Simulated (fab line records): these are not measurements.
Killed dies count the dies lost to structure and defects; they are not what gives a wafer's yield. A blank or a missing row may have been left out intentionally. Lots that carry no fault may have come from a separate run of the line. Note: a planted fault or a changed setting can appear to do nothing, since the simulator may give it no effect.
fab line records | flow sfq-line
record: lots: 7 wafers: 19 last-day: 94
route steps=325 shown I1@83 M2@88
lots untouched by any fault: they come from a run of this same line in which no faults occurred
start-h: hours from the record's opening day to when the first of the lot's shown wafers began | wait-h: hours since the lot's step before | " as in the row above | L1.1+2: several wafers, shown together as one row | - no value, or no start was given | * or withheld: withheld | < > ~ a bound
route shown NAME@n: names a module that has steps shown in the file, with the first one's number in the route | usual: mean and standard deviation over wafers with no fault | same: alike in all rows | chamber/n: place in a boat | sites: per-site readings | _std_site: the values' standard deviation | _edge_site: the outer-site mean with the inner-site mean subtracted | radius-mm: for every site, how far away it sits from the centre of the wafer | mask NAME#n: copy n | behind: tool/chamber where the wafer was last shaped | hold: why the lot was held/for how many hours/how that ended | device: which transistor (n, p or np) failed to switch | end of line: at the end of the route, the tests of the same wafers | a step with no rows: only its recipe | killed: count of dies lost to structure and defects at first sort (not the wafer's yield) | map: the dies of a wafer, with x for killed, . for not killed, _ for no die there
set.NAME: the setting that was run; set.NAME@STEP: the one run at that earlier step | model.NAME: the simulator's own value behind a step, which no gauge read
certain route steps with their lots: each step a table, each wafer a row
services: a tool's chamber out of use, with start hour (start-h, from the record's first day; less than 0 if before it), hours out, and reason
== steps ==
step: SFQ_I1_OVL_MEAS_913
usual: I1_OVL: 1/4.8
columns lot.wafer tool chamber start-h wait-h I1_OVL[nm]
L355.2 overlay-01 - 605.60 0.1 -1
L355.4 " - " " 3
L355.5 " - " " 5
L358.1 overlay-01 - 701.03 0.1 -2
L358.2 " - " " -3
L358.5 " - " " -6
L360.1 overlay-01 - 703.43 0.1 8
L360.4 " - " " 7
L360.5 " - " " 2
L362.4 overlay-01 - 708.38 0.1 -2
L362.5 " - " " 4
L362.6 " - " " 3
L368.2 overlay-02 - 776.85 0.1 -7
L368.3 " - " " -3
L369.3 overlay-01 - 778.06 0.1 -3
L369.5 " - " " -3
L370.2 overlay-01 - 779.25 0.1 0
L370.5 " - " " 6
L370.6 " - " " -3
step: SFQ_TRILAYER_I1_VIA_BARC_OPEN_VIA_ETCH_071
recipe: mask-material: PR chemistry: O2 target-depth-nm: 125 target: BARC source-w: 500 bias-w: 80 pressure-mtorr: 30 time-s: 41.7
usual: drypump-motor-current-A: 5.2/0.35 oes-product-au: 0.686/0.0049
columns lot.wafer tool chamber start-h wait-h drypump-motor-current-A oes-product-au rf-hours-counter-h
L355.2 rie-diel-04 3 605.63 0.0 5.5 0.691 17
L355.4 " 0 " " 5.0 0.676 67
L355.5 " 0 " " 5.0 0.683 -
L358.1 rie-diel-03 0 701.07 0.0 5.6 0.687 12
L358.2 " 1 " " 5.6 0.682 2
L358.5 " 1 " " 5.6 0.691 -
L360.1 rie-diel-04 2 703.47 0.0 4.9 0.687 9
L360.4 " 0 " " 5.0 0.690 0
L360.5 " 0 " " 5.0 0.679 -
L362.4 rie-diel-02 3 708.40 0.0 4.9 0.685 9
L362.5 " 1 " " 4.9 0.678 -
L362.6 " 0 " " 5.6 0.691 -
L368.2 rie-diel-02 2 776.88 0.0 5.0 0.686 2
L368.3 " 0 " " 5.5 0.685 2
L369.3 rie-diel-04 1 778.08 0.0 5.9 0.681 13
L369.5 " 1 " " 5.9 0.689 -
L370.2 rie-diel-02 3 779.28 0.0 4.9 0.678 10
L370.5 " 3 " " 4.9 0.688 -
L370.6 " 2 " " 5.0 0.688 -
step: SFQ_TRILAYER_I1_VIA_ETCH_VIA_ETCH_052
recipe: target: SiO2 stop-on: Nb mask-material: PR taper-deg: 20 chemistry: CHF3 target-depth-nm: 260 source-w: 500 bias-w: 80 pressure-mtorr: 30 time-s: withheld
usual: drypump-motor-current-A: 5.2/0.35 oes-product-au: 0.855/0.0052
columns lot.wafer tool chamber start-h wait-h drypump-motor-current-A oes-product-au
L355.2 rie-diel-04 3 605.67 0.0 5.5 0.859
L355.4 " 0 " " 5.0 0.864
L355.5 " 0 " " 5.0 0.862
L358.1 rie-diel-03 0 701.11 0.0 5.6 0.860
L358.2 " 1 " " 5.6 0.866
L358.5 " 1 " " 5.6 0.861
L360.1 rie-diel-04 2 703.51 0.0 4.9 0.857
L360.4 " 0 " " 5.0 0.854
L360.5 " 0 " " 5.0 0.848
L362.4 rie-diel-02 3 708.44 0.0 4.9 0.857
L362.5 " 1 " " 4.9 0.857
L362.6 " 0 " " 5.6 0.853
L368.2 rie-diel-02 2 776.92 0.0 5.0 0.853
L368.3 " 0 " " 5.6 0.850
L369.3 rie-diel-04 1 778.12 0.0 5.8 0.863
L369.5 " 1 " " 5.8 0.855
L370.2 rie-diel-02 3 779.32 0.0 4.9 0.854
L370.5 " 3 " " 4.9 0.855
L370.6 " 2 " " 5.0 0.857
step: SFQ_TRILAYER_I1_VIA_STRIP_STRIP_053
recipe: gas: O2 power-w: 200 platen-temp-c: 40 overash-fraction: 0.65 chemistry: O2 pressure-mtorr: 50
usual: drypump-motor-current-A: 5.5/0.44 oes-product-au: 1.003/0.0081 platen-temp-c: 40.00/0.12
columns lot.wafer tool chamber start-h wait-h drypump-motor-current-A oes-product-au platen-temp-c rf-hours-counter-h
L355.2 rie-metal-02 0 605.78 - 5.3 0.994 40.26 76
L355.4 " 1 " " 6.4 0.997 39.94 -
L355.5 " 0 " " 5.3 0.996 39.96 -
L358.1 rie-metal-02 0 701.22 - 5.3 0.997 40.13 91
L358.2 " 1 " " 6.4 0.990 40.08 44
L358.5 " 0 " " 5.3 1.004 39.95 -
L360.1 rie-metal-02 1 703.62 - 6.4 0.997 39.95 44
L360.4 " 0 " " 5.3 1.004 39.94 -
L360.5 " 0 " " 5.3 1.002 39.93 -
L362.4 rie-metal-01 0 708.75 - 5.4 1.021 39.89 -
L362.5 " 0 " " 5.4 1.018 40.22 -
L362.6 " 1 " " 5.4 1.016 40.10 -
L368.2 rie-metal-04 1 777.03 - 5.2 1.004 40.07 57
L368.3 " 0 " " 5.3 1.001 39.83 -
L369.3 rie-metal-01 1 778.43 - 5.4 1.005 40.04 -
L369.5 " 0 " " 5.4 1.002 40.00 -
L370.2 rie-metal-04 0 779.43 - 5.3 1.004 39.68 43
L370.5 " 0 " " 5.3 0.992 39.88 -
L370.6 " 1 " " 5.2 1.007 40.06 -
step: SFQ_TRILAYER_I1_VIA_STRIP_SOLV_CLEAN_054
recipe: chemistry: NMP temp-c: 70 time-s: 600
step: SFQ_TRILAYER_M2_DEP_PRE_CLEAN_056
recipe: gas: Ar time-s: 22.5 bias-v: 250
step: SFQ_TRILAYER_M2_DEP_SPUTTER_055
recipe: material: Nb base-pressure-pa: 1.33e-06 chamber-pressure-pa: 0.1333 substrate-temp-c: 20 resputter-cathode-voltage-v: 400 target-thk-nm: 200 power-w: 2000 time-s: 133.3
usual: base-pressure-pa: 1.33e-06/9.7e-08 throttle-valve-pct: 30.5/1.2
columns lot.wafer tool chamber start-h wait-h base-pressure-pa throttle-valve-pct
L355.2 pvd-sputter-04 - 606.59 0.0 1.28e-06 30.7
L355.4 " - " " 1.36e-06 30.0
L355.5 " - " " 1.39e-06 30.5
L358.1 pvd-sputter-04 - 702.03 0.0 1.21e-06 29.3
L358.2 " - " " 1.17e-06 29.8
L358.5 " - " " 1.3e-06 30.6
L360.1 pvd-sputter-04 - 704.43 0.0 1.29e-06 30.6
L360.4 " - " " 1.49e-06 29.8
L360.5 " - " " 1.3e-06 29.4
L362.4 pvd-sputter-06 - 709.35 0.0 1.33e-06 30.1
L362.5 " - " " 1.28e-06 30.0
L362.6 " - " " 1.33e-06 30.4
L368.2 pvd-sputter-06 - 777.85 0.0 1.31e-06 30.8
L368.3 " - " " 1.4e-06 30.1
L369.3 pvd-sputter-04 - 779.04 0.0 1.38e-06 29.5
L369.5 " - " " 1.56e-06 29.3
L370.2 pvd-sputter-05 - 780.24 0.0 1.4e-06 30.5
L370.5 " - " " 1.26e-06 31.3
L370.6 " - " " 1.12e-06 27.9
step: SFQ_M2_RS_MEAS_914
recipe: thk-meas-gauge: four-point-probe reads: Nb_of_TRILAYER_M2_DEP_SPUTTER_055
usual: M2_NB_RS: 0.885/0.0098
columns lot.wafer tool chamber start-h wait-h M2_NB_RS[ohm/sq]
L355.2 film-metro-03 - 606.70 0.1 0.886
L355.4 " - " " 0.881
L355.5 " - " " 0.887
L358.1 film-metro-01 - 702.12 0.0 0.884
L358.2 " - " " 0.881
L358.5 " - " " 0.884
L360.1 film-metro-01 - 704.52 0.0 0.882
L360.4 " - " " 0.886
L360.5 " - " " 0.884
L362.4 film-metro-03 - 709.50 0.1 0.885
L362.5 " - " " 0.885
L362.6 " - " " 0.885
L368.2 film-metro-04 - 777.97 0.1 0.888
L368.3 " - " " 0.901
L369.3 film-metro-03 - 779.17 0.1 0.885
L369.5 " - " " 0.879
L370.2 film-metro-04 - 780.35 0.1 0.885
L370.5 " - " " 0.877
L370.6 " - " " 0.885
step: SFQ_TRILAYER_M2_LITHO_COAT_062
recipe: resist: BARC spin-rpm: 3000 resist-thk-nm: 62
step: SFQ_TRILAYER_M2_LITHO_COAT_057
recipe: resist: KrF spin-rpm: 3000 resist-thk-nm: 600
step: SFQ_TRILAYER_M2_LITHO_SOFTBAKE_061
recipe: temp-c: withheld time-s: withheld resist: KrF
step: SFQ_TRILAYER_M2_LITHO_EXPOSE_058
recipe: mask-id: M2 na: 0.6 source-shape: conventional sigma-outer: 0.65 target-cd-nm: 500 dose-mj: 14.4
same: sigma-outer: 0.65
columns lot.wafer tool chamber start-h wait-h mask
L355.2+4+5 krf-scanner-01 0 765.52 - M2#0
L358.1+2+5 krf-scanner-02 0 848.35 - M2#0
L360.1+4+5 krf-scanner-02 0 851.95 - M2#0
L362.4+5+6 krf-scanner-02 0 859.75 - M2#0
L368.2+3 krf-scanner-01 0 928.65 - M2#0
L369.3+5 krf-scanner-01 0 931.25 - M2#0
L370.2+5+6 krf-scanner-01 0 932.25 - M2#0
step: SFQ_TRILAYER_M2_LITHO_PEB_060
recipe: peb-temp-c: 115 peb-time-s: 60 resist: KrF
step: SFQ_TRILAYER_M2_LITHO_DEVELOP_059
recipe: time-s: 60 resist: KrF
step: SFQ_M2_OVL_MEAS_916
usual: M2_OVL: 2/5.6
columns lot.wafer tool chamber start-h wait-h M2_OVL[nm]
L355.2 overlay-01 - 766.83 0.1 5
L355.4 " - " " -2
L355.5 " - " " 0
L358.1 overlay-02 - 849.85 0.1 -3
L358.2 " - " " -3
L358.5 " - " " -4
L360.1 overlay-02 - 853.45 0.1 -7
L360.4 " - " " -5
L360.5 " - " " -12
L362.4 overlay-01 - 860.67 0.1 0
L362.5 " - " " 0
L362.6 " - " " -1
L368.2 overlay-01 - 929.96 0.1 -3
L368.3 " - " " 2
L369.3 overlay-02 - 932.36 0.1 4
L369.5 " - " " 1
L370.2 overlay-02 - 933.56 0.1 2
L370.5 " - " " -1
L370.6 " - " " 0
step: SFQ_TRILAYER_M2_BARC_OPEN_METAL_ETCH_077
recipe: mask-material: PR chemistry: O2 target-depth-nm: 125 target: BARC icp-w: 600 bias-w: 80 pressure-mtorr: 10 time-s: 41.7
usual: drypump-motor-current-A: 5.5/0.39 oes-product-au: 0.685/0.0044
columns lot.wafer tool chamber start-h wait-h drypump-motor-current-A oes-product-au rf-hours-counter-h model.M2.cd-nm
L355.2 rie-metal-02 0 766.86 0.0 5.3 0.674 99 500.8
L355.4 " 0 " " 5.3 0.682 - 501.6
L355.5 " 1 " " 6.4 0.684 - 503.3
L358.1 rie-metal-03 1 849.89 0.0 5.8 0.687 62 498.7
L358.2 " 0 " " 5.5 0.683 91 496.4
L358.5 " 1 " " 5.8 0.689 - 497.3
L360.1 rie-metal-04 0 853.49 0.0 5.3 0.683 56 500.4
L360.4 " 1 " " 5.2 0.683 - 500.1
L360.5 " 1 " " 5.2 0.686 - 500.6
L362.4 rie-metal-04 0 860.71 0.0 5.3 0.696 - 502.1
L362.5 " 1 " " 5.1 0.691 - 501.6
L362.6 " 0 " " 5.2 0.681 - 500.7
L368.2 rie-metal-04 1 929.99 0.0 5.2 0.685 82 493.1
L368.3 " 0 " " 5.3 0.681 - 498.6
L369.3 rie-metal-04 0 932.41 0.0 5.3 0.690 - 499.4
L369.5 " 1 " " 5.2 0.678 - 491.9
L370.2 rie-metal-03 0 933.59 0.0 5.5 0.678 102 494.4
L370.5 " 0 " " 5.5 0.686 - 495.8
L370.6 " 1 " " 5.8 0.686 - 502.2
step: SFQ_TRILAYER_M2_ETCH_METAL_ETCH_060
recipe: target: Nb stop-on: SiO2 mask-material: PR chemistry: Cl2/Ar target-depth-nm: 240 icp-w: 600 bias-w: 80 pressure-mtorr: 10 time-s: 120
usual: drypump-motor-current-A: 5.5/0.39 oes-product-au: 0.897/0.0068
columns lot.wafer tool chamber start-h wait-h drypump-motor-current-A oes-product-au rf-hours-counter-h model.M2.cd-nm
L355.2 rie-metal-02 0 766.92 0.0 5.3 0.905 99 501
L355.4 " 0 " " 5.3 0.901 - 500.7
L355.5 " 1 " " 6.4 0.898 - 504.8
L358.1 rie-metal-03 1 849.95 0.0 5.8 0.902 62 498.9
L358.2 " 0 " " 5.5 0.888 91 496.1
L358.5 " 1 " " 5.8 0.895 - 499
L360.1 rie-metal-04 0 853.55 0.0 5.3 0.899 56 501.4
L360.4 " 1 " " 5.2 0.900 - 498.7
L360.5 " 1 " " 5.2 0.894 - 500.4
L362.4 rie-metal-04 0 860.79 0.1 5.2 0.894 - 504.6
L362.5 " 1 " " 5.1 0.900 - 501.2
L362.6 " 0 " " 5.3 0.889 - 502.4
L368.2 rie-metal-04 1 930.05 0.0 5.2 0.889 82 494.6
L368.3 " 0 " " 5.3 0.884 - 500
L369.3 rie-metal-04 0 932.49 0.1 5.3 0.895 - 501
L369.5 " 1 " " 5.2 0.911 - 492.8
L370.2 rie-metal-03 0 933.65 0.0 5.5 0.893 102 493.3
L370.5 " 0 " " 5.5 0.899 - 494.4
L370.6 " 1 " " 5.8 0.898 - 502
step: SFQ_TRILAYER_M2_STRIP_STRIP_061
recipe: gas: O2 power-w: 200 platen-temp-c: 40 overash-fraction: 0.65 chemistry: O2 pressure-mtorr: 50
usual: drypump-motor-current-A: 5.5/0.39 oes-product-au: 1.004/0.0078 platen-temp-c: 39.99/0.11
columns lot.wafer tool chamber start-h wait-h drypump-motor-current-A oes-product-au platen-temp-c rf-hours-counter-h
L355.2 rie-metal-02 0 767.05 0.1 5.3 1.013 39.95 99
L355.4 " 0 " " 5.3 1.016 40.10 -
L355.5 " 1 " " 6.5 0.993 39.90 -
L358.1 rie-metal-03 1 850.07 0.1 5.8 1.018 39.87 62
L358.2 " 0 " " 5.5 0.997 40.07 91
L358.5 " 1 " " 5.8 1.011 39.93 -
L360.1 rie-metal-04 0 853.67 0.1 5.3 1.004 39.94 57
L360.4 " 1 " " 5.2 0.998 40.04 -
L360.5 " 1 " " 5.1 0.999 40.03 -
L362.4 rie-metal-04 0 861.07 0.2 5.3 1.006 40.09 -
L362.5 " 1 " " 5.2 1.009 39.76 -
L362.6 " 0 " " 5.3 1.009 40.05 -
L368.2 rie-metal-04 1 930.17 0.1 5.2 1.002 39.87 82
L368.3 " 0 " " 5.3 1.000 39.92 -
L369.3 rie-metal-04 0 932.77 0.2 5.2 1.019 39.81 -
L369.5 " 1 " " 5.2 1.010 40.13 -
L370.2 rie-metal-03 0 933.77 0.1 5.5 0.995 39.72 102
L370.5 " 0 " " 5.5 0.995 39.90 -
L370.6 " 1 " " 5.8 1.015 39.98 -
== services ==
columns tool chamber start-h hours kind
rie-diel-02 1 598.31 5.2 repair
rie-metal-03 0 599.35 48.2 repair
rie-metal-04 - 600.07 0.4 repair
rie-metal-03 1 627.63 16.1 repair
rie-metal-02 - 633.73 0.5 repair
rie-metal-03 - 646.13 28.1 pm
rie-metal-03 - 674.23 2.8 pm
rie-metal-03 1 685.24 2.5 repair
rie-diel-02 0 727.09 8.0 repair
rie-metal-02 - 746.79 0.6 repair
rie-metal-03 - 751.85 15.6 pm
rie-metal-02 0 775.72 5.6 repair
rie-diel-04 2 778.88 3.1 repair
rie-diel-02 2 785.31 1.4 repair
rie-metal-02 - 827.70 1.4 pm
rie-diel-04 - 831.67 8.4 repair
rie-diel-04 0 831.86 6.8 repair
rie-diel-04 1 843.27 5.4 repair
rie-metal-04 0 864.48 21.9 repair
rie-metal-03 0 876.51 1.5 repair
rie-diel-02 - 879.06 0.3 repair
rie-metal-03 - 902.16 0.7 repair
rie-diel-04 - 906.82 28.1 pm
rie-diel-02 - 907.98 2.8 pm
== key ==
first-sign none at tools or gauges
model-effect: step: SFQ_TRILAYER_M2_BARC_OPEN_METAL_ETCH_077 value: M2.cd-nm without: 501.2 struck: 493.8
model-effect: step: SFQ_TRILAYER_M2_ETCH_METAL_ETCH_060 value: M2.cd-nm without: 501.2 struck: 493.8
met-at SFQ_TRILAYER_M2_LITHO_EXPOSE_058
struck-wafers L368.2,L369.5,L370.2,L370.5
onset-between 765.52 928.65
fault: kind: process-parameter-drift tool: krf-scanner-01 chamber: - onset-h: 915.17 steps: SFQ_TRILAYER_M2_LITHO_EXPOSE_058 channel: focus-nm offset: 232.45 shape: step end-h: 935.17 scope: struck-wafers-only
